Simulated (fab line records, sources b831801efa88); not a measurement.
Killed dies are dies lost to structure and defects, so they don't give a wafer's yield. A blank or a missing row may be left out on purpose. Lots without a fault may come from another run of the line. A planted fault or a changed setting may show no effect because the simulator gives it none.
Chamber matching | flow gf180mcu | GF_V2_CVD_02 on pecvd-04: 3 sister chambers
The step deposits SiO2 from TEOS, target thk 850 nm, time 94.851 s. 6 wafers are shown with their chamber, then 7 later ones without.

WAFERS WITH THEIR CHAMBER
wafer  | chamber | heater_power_w (W) | rf_fwd_power_W (W)
L078.1 | 1       | 589                | 591.2
L082.1 | 0       | 755                | 595.3
L082.4 | 0       | 599                | 594.3
L082.5 | 2       | 598                | 594.7
L084.2 | 1       | 489                | 596.3
L084.3 | 2       | 605                | 595.8

WAFERS WITHOUT THEIR CHAMBER
wafer  | heater_power_w (W) | rf_fwd_power_W (W)
L084.5 | 668                | 593.7
L087.2 | 677                | 593.2
L087.3 | 521                | 593.4
L087.5 | 716                | 592.7
L096.1 | 701                | 597.5
L096.2 | 711                | 596.2
L096.3 | 525                | 592.6

WHICH CHAMBER EACH WENT THROUGH
wafer  | from the rows above          | in truth
L084.5 | can't be placed: 0 or 2 or 1 | 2
L087.2 | can't be placed: 0 or 2 or 1 | 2
L087.3 | can't be placed: 1 or 2 or 0 | 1
L087.5 | can't be placed: 0 or 2 or 1 | 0
L096.1 | can't be placed: 0 or 2 or 1 | 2
L096.2 | can't be placed: 0 or 2 or 1 | 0
L096.3 | can't be placed: 1 or 2 or 0 | 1
Placed correctly: 0 of 7. Can't be placed from these rows: 7 (the true chamber is among the candidates in 7). Placed wrongly: 0.
How it was worked out, from the rows above alone: a wafer's distance from a chamber is the root of the sum, over the readings, of the square of ((its reading less the chamber's mean) divided by the reading's scatter). The wafer belongs to the nearest chamber; if the next one is less than 2 further off, it can't be placed. A chamber's mean is the mean of its shown wafers. The scatter: the root of (the sum of the squares of (reading less its chamber's mean) over the shown wafers, divided by (wafers less chambers)).
